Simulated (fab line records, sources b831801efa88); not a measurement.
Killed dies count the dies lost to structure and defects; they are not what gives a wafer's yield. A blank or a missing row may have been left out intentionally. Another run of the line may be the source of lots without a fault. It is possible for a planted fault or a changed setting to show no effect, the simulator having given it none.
Which tool was responsible? + flow sky130 + 13 lots, 39 wafers sampled, at 4 steps of a route of 708

WHAT THE GAUGES READ, wafer by wafer
SKY_VIA2_BOW_MEAS_03. Usual: VIA2_BOW typically reads 86 um, with standard deviation 7.5.
| lot  | measured     | on           | VIA2_BOW (um) | flag |
|------|--------------|--------------|---------------|------|
| L800 | day 35 22:24 | filmMetro-03 | 82 88 87      |      |
| L801 | day 36 02:59 | filmMetro-04 | 96 106 81     |      |
| L805 | day 37 11:28 | filmMetro-02 | 80 90 84      |      |
| L807 | day 37 22:54 | filmMetro-04 | 89 104 89     |      |
| L806 | day 38 00:26 | filmMetro-04 | 84 91 83      |      |
| L808 | day 38 11:16 | filmMetro-04 | 86 88 74      |      |
| L809 | day 38 20:21 | filmMetro-03 | 93 80 83      |      |
| L810 | day 38 21:41 | filmMetro-04 | 111 98 85     |      |
| L812 | day 39 13:13 | filmMetro-04 | 90 78 85      |      |
| L813 | day 39 22:07 | filmMetro-02 | 76 84 90      |      |
| L814 | day 40 08:25 | filmMetro-02 | 84 80 94      |      |
| L820 | day 42 00:23 | filmMetro-04 | 89 90 91      |      |
| L822 | day 42 18:04 | filmMetro-04 | 88 79 74      |      |

SKY_CAPM_RS_MEAS_03: measures by four-point-probe. Usual: CAPM_TIN_RS typically reads 6.87 ohm/sq, with standard deviation 0.081.
| lot  | measured     | on           | CAPM_TIN_RS (ohm/sq) | flag |
|------|--------------|--------------|----------------------|------|
| L800 | day 37 03:20 | filmMetro-02 | 7.01 6.97 7.02       |      |
| L801 | day 37 07:06 | filmMetro-04 | 6.98 6.91 6.98       |      |
| L805 | day 38 15:20 | filmMetro-04 | 6.98 6.95 6.88       |      |
| L807 | day 39 02:33 | filmMetro-01 | 6.92 6.84 6.80       |      |
| L806 | day 39 04:01 | filmMetro-01 | 7.02 6.98 6.99       |      |
| L808 | day 39 13:59 | filmMetro-04 | 6.86 6.88 6.88       |      |
| L809 | day 39 23:10 | filmMetro-02 | 6.79 6.83 6.78       |      |
| L810 | day 40 00:09 | filmMetro-02 | 6.81 6.82 6.82       |      |
| L812 | day 40 15:58 | filmMetro-04 | 7.05 6.97 6.97       |      |
| L813 | day 41 00:38 | filmMetro-02 | 6.85 6.84 6.84       |      |
| L814 | day 41 10:32 | filmMetro-02 | 6.90 6.98 6.94       |      |
| L820 | day 43 01:50 | filmMetro-01 | 6.72 6.75 6.77       |      |
| L822 | day 43 19:23 | filmMetro-01 | 6.79 6.72 6.84       |      |

WHICH TOOL RAN EACH LOT (tool, then ch and the chambers of the sampled wafers, then the start)
| lot  | SKY_METAL2_SPUTTER_02       | SKY_VIA2_SPUTTER_20         |
|------|-----------------------------|-----------------------------|
| L800 | pvdSputter-04, day 34 17:55 | pvdSputter-01, day 37 02:19 |
| L801 | pvdSputter-02, day 34 22:39 | pvdSputter-04, day 37 06:04 |
| L805 | pvdSputter-03, day 36 08:02 | pvdSputter-03, day 38 14:19 |
| L807 | pvdSputter-03, day 36 19:55 | pvdSputter-03, day 39 01:30 |
| L806 | pvdSputter-03, day 36 20:52 | pvdSputter-03, day 39 02:43 |
| L808 | pvdSputter-04, day 37 07:41 | pvdSputter-03, day 39 12:58 |
| L809 | pvdSputter-04, day 37 17:15 | pvdSputter-04, day 39 22:07 |
| L810 | pvdSputter-03, day 37 18:22 | pvdSputter-03, day 39 23:07 |
| L812 | pvdSputter-02, day 38 10:48 | pvdSputter-03, day 40 14:55 |
| L813 | pvdSputter-04, day 38 20:03 | pvdSputter-04, day 40 23:35 |
| L814 | pvdSputter-04, day 39 05:37 | pvdSputter-03, day 41 09:26 |
| L820 | pvdSputter-04, day 40 22:36 | pvdSputter-01, day 43 00:45 |
| L822 | pvdSputter-03, day 41 16:35 | pvdSputter-03, day 43 18:13 |
- SKY_METAL2_SPUTTER_02: material AlCu, target thk 250 nm, time 13.3 s.
- SKY_VIA2_SPUTTER_20: material TiN, target thk 20 nm, time 80 s.

AS READ BY THE TOOLS THEMSELVES (means over the sampled wafers that have a number; for cases with no such wafer, the mark the record gives instead)
SKY_METAL2_SPUTTER_02. Usual: cathodeDcPowerW 10600 W, standard deviation 1.9; throttleValvePct 30.1 %, standard deviation 0.51.
| lot  | tool          | cathodeDcPowerW (W) | throttleValvePct (%) | flag |
|------|---------------|---------------------|----------------------|------|
| L800 | pvdSputter-04 | 10599               | 30.4                 |      |
| L801 | pvdSputter-02 | 10600               | 30.6                 |      |
| L805 | pvdSputter-03 | 10601               | 30.2                 |      |
| L807 | pvdSputter-03 | 10598               | 29.9                 |      |
| L806 | pvdSputter-03 | 10602               | 29.8                 |      |
| L808 | pvdSputter-04 | 10598               | 30.5                 |      |
| L809 | pvdSputter-04 | 10599               | 30.3                 |      |
| L810 | pvdSputter-03 | 10602               | 29.6                 |      |
| L812 | pvdSputter-02 | 10600               | 30.3                 |      |
| L813 | pvdSputter-04 | 10600               | 29.9                 |      |
| L814 | pvdSputter-04 | 10601               | 29.8                 |      |
| L820 | pvdSputter-04 | 10600               | 30.2                 |      |
| L822 | pvdSputter-03 | 10599               | 30.2                 |      |

SKY_VIA2_SPUTTER_20. Usual: cathodeDcPowerW 4000.0 W, standard deviation 0.66; throttleValvePct 29.9 %, standard deviation 0.61.
| lot  | tool          | cathodeDcPowerW (W) | throttleValvePct (%) | flag |
|------|---------------|---------------------|----------------------|------|
| L800 | pvdSputter-01 | 4000.0              | 30.1                 |      |
| L801 | pvdSputter-04 | 3999.8              | 30.2                 |      |
| L805 | pvdSputter-03 | 4000.3              | 29.7                 |      |
| L807 | pvdSputter-03 | 4000.5              | 29.9                 |      |
| L806 | pvdSputter-03 | 3999.9              | 29.8                 |      |
| L808 | pvdSputter-03 | 3999.5              | 30.0                 |      |
| L809 | pvdSputter-04 | 4000.1              | 30.0                 |      |
| L810 | pvdSputter-03 | 3611.2              | 29.9                 | OFF  |
| L812 | pvdSputter-03 | 3610.7              | 29.3                 | OFF  |
| L813 | pvdSputter-04 | 3999.6              | 29.9                 |      |
| L814 | pvdSputter-03 | 3611.7              | 29.6                 | OFF  |
| L820 | pvdSputter-01 | 4000.1              | 30.5                 |      |
| L822 | pvdSputter-03 | 4000.3              | 29.9                 |      |

THE ANSWER, worked out from the rows above alone
Rule: lot off if the mean of its wafers having a number is beyond 3 standard deviations from the usual mean. A lot without any number at a reading at which 4 lots or more have one is off too. Where the step has rows for the other lots, those lots are counted as sound. After the gauges, taken in route order, come the tools' own readings; for these a lot's mean is taken, as printed above. The first step at which some lot is off is used, and at that step the reading that is off furthest; a lot without a number counts as furthest.
Off: L810, L812, L814 (SKY_VIA2_SPUTTER_20, cathodeDcPowerW).
A tool fits if, at that step or a process step before it, it ran every lot that is off, and no sound lot after the first of them. Not one of the candidates tried fits.

WHAT THE SIMULATOR HAD PUT IN
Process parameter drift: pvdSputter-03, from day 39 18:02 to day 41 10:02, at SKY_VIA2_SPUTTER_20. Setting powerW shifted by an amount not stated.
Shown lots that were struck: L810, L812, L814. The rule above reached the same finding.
